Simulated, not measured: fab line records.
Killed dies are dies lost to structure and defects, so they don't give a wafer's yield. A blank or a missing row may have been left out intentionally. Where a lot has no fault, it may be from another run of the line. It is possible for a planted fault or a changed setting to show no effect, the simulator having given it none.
Struck lot and sound lot, side by side | flow sky130 | 20 out of 708 route steps
Sound: the wafers L836.1, L836.2, L836.5. Struck: wafers L843.2, L843.3, L843.6. At the end, the cause is stated.
Order at every step that has rows: each side's tool, ch and its chambers, its first start. Under that, the readings that differ: sound wafers | struck wafers | difference of the means | sigmas: that difference in standard deviations of wafers without a fault.
alike: readings whose means differ by less than 2 such deviations, and words and numbers that are the same on both sides. not compared: withheld readings, readings that some wafer has no value for, bounds like >300 that may hide the same value, and numbers for which the record gives no deviation and whose values overlap.
The two part at a step that has a row with sigmas, a row that says differs or no value, or rows on one side only. Numbers that have no deviation but don't overlap get no sigmas and don't part them. Lack of a reading on every wafer of one side parts them only where that side has two or more wafers.

first, 8 steps without rows for these wafers: SKY_RES_XHIGH_DEHYDRATE_00 (time 60 s); SKY_RES_XHIGH_HMDS_01 (prime time 60 s); SKY_RES_XHIGH_COAT_02 (resist thk 1140 nm); SKY_RES_XHIGH_SOFTBAKE_03 (time 60 s); SKY_RES_XHIGH_EXPOSE_04 (exposes mask URPM, target cd 1270 nm); SKY_RES_XHIGH_PEB_05; SKY_RES_XHIGH_DEVELOP_06 (develop time 60 s); SKY_RES_XHIGH_IMPLANT_07.
SKY_RES_XHIGH_STRIP_08: strips in O2/N2.
  sound on plasmaAsher-03 ch 0,1, day 27 14:17; struck on plasmaAsher-02 ch 0,1, day 29 18:23
  alike: drypumpMotorCurrentA, n2FlowSccm, oesProductAu, stripTimeToEndpointS
  not compared: rfHoursCounterH
SKY_RES_XHIGH_TW_MEAS_09:
  sound on filmMetro-04, day 27 14:23; struck on filmMetro-04, day 29 18:30
  alike: RES_XHIGH_TW
then, 2 steps without rows for these wafers: SKY_SD_N_DEHYDRATE_00 (time 60 s); SKY_SD_N_HMDS_01 (prime time 60 s).
SKY_SD_N_COAT_02: resist thk 1140 nm.
  sound on lithoTrack-04 ch 0, day 28 04:46; struck on lithoTrack-03, day 30 08:31
  no value came back on the struck wafers for chillPlateTempC (C), dispensePressureKPa (kPa), spinSpeedRpm (rpm); on the sound wafers chillPlateTempC (C) reads 22.84 22.91 22.88
then, 4 steps without rows for these wafers: SKY_SD_N_SOFTBAKE_03 (time 60 s); SKY_SD_N_EXPOSE_04 (exposes mask NSDM, target cd 380 nm); SKY_SD_N_PEB_05; SKY_SD_N_DEVELOP_06 (develop time 60 s).
SKY_SD_N_CD_MEAS_07: target cd 380 nm.
  sound on cdSem-02, day 28 18:27; struck on cdSem-02, day 30 22:28
reading   | sound             | struck | difference                    | sigmas
cdNm (nm) | 380.5 378.7 378.0 | - - -  | no value on the struck wafers | 
SKY_SD_N_OVL_MEAS_08:
  sound on overlay-02, day 28 18:34; struck on overlay-02, day 30 22:34
reading       | sound       | struck | difference                    | sigmas
SD_N_OVL (nm) | 0.1 0.0 0.3 | - - -  | no value on the struck wafers | 
-- here the record skips 17 days between the struck wafers' starts before and after, leaving off in module SD_N and picking up in module PAD_OPEN (first step shown: number 708 of the route) --
SKY_PAD_OPEN_PROBE_99:
  record: rows for the struck wafers here (prober-01, day 47 23:09), none for the sound ones

WHERE THEY PART
Last at SKY_PAD_OPEN_PROBE_99 as far as this record goes, first at SKY_SD_N_COAT_02.

WHY: what had been put in by the simulator
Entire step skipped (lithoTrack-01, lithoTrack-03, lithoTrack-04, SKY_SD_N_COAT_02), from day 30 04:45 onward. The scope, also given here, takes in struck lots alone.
